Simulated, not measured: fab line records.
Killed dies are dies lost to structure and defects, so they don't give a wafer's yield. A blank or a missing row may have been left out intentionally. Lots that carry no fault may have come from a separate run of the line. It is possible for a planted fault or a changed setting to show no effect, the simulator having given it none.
Which tool was responsible? + flow gf180mcu + 18 wafers from 6 lots sampled at 2 of the route's 602 steps

WHAT THE GAUGES READ, wafer by wafer
GF_HV_LDD_TW_MEAS_11.
| lot  | measured     | on            | HV_LDD_TW      |
|------|--------------|---------------|----------------|
| L190 | day 10 20:43 | film-metro-01 | 2848 2843 2831 |
| L192 | day 11 13:57 | film-metro-04 | 2427 2427 2421 |
| L200 | day 14 01:36 | film-metro-04 | 2430 2446 2440 |
| L203 | day 15 00:17 | film-metro-01 | 2388 2391 2374 |
| L206 | day 15 20:51 | film-metro-01 | 2389 2395 2387 |
| L209 | day 16 16:56 | film-metro-01 | 2388 2391 2375 |

WHICH TOOL RAN EACH LOT (tool, then ch and the chambers of the sampled wafers, then the start)
| lot  | GF_HV_LDD_IMPLANT_09            |
|------|---------------------------------|
| L190 | implanter-02 ch 0, day 10 20:10 |
| L192 | implanter-03 ch 0, day 11 13:43 |
| L200 | implanter-02 ch 0, day 14 01:22 |
| L203 | implanter-01 ch 0, day 15 00:02 |
| L206 | implanter-01 ch 0, day 15 20:36 |
| L209 | implanter-03 ch 0, day 16 16:41 |
- GF_HV_LDD_IMPLANT_09

THE ANSWER, worked out from the rows above alone
Rule: what is usual is taken from the lots themselves. Put in order of their means at a reading, lots are off if they are a third of the lots or fewer, leave a main group of 4 or more, and stand apart from it by a gap of 3 or more times the standard deviation of the main group's means; of several such gaps the widest counts. The tables above print the reading to a certain number of digits; a main group whose means all agree to those digits is not used. Also off: a lot with no number at a reading for which 4 or more lots have one. The other lots that the step has rows for count as sound.
Off: at GF_HV_LDD_TW_MEAS_11 (HV_LDD_TW), L190. Mean 2405 and standard deviation 23 in the main group.
If a tool, at a process step before that reading, ran all the lots that are off and no sound lot after the first of them, it fits. Gauges at GF_HV_LDD_TW_MEAS_11: tried the same way as those tools. None of those tried fits.

WHAT THE SIMULATOR HAD PUT IN
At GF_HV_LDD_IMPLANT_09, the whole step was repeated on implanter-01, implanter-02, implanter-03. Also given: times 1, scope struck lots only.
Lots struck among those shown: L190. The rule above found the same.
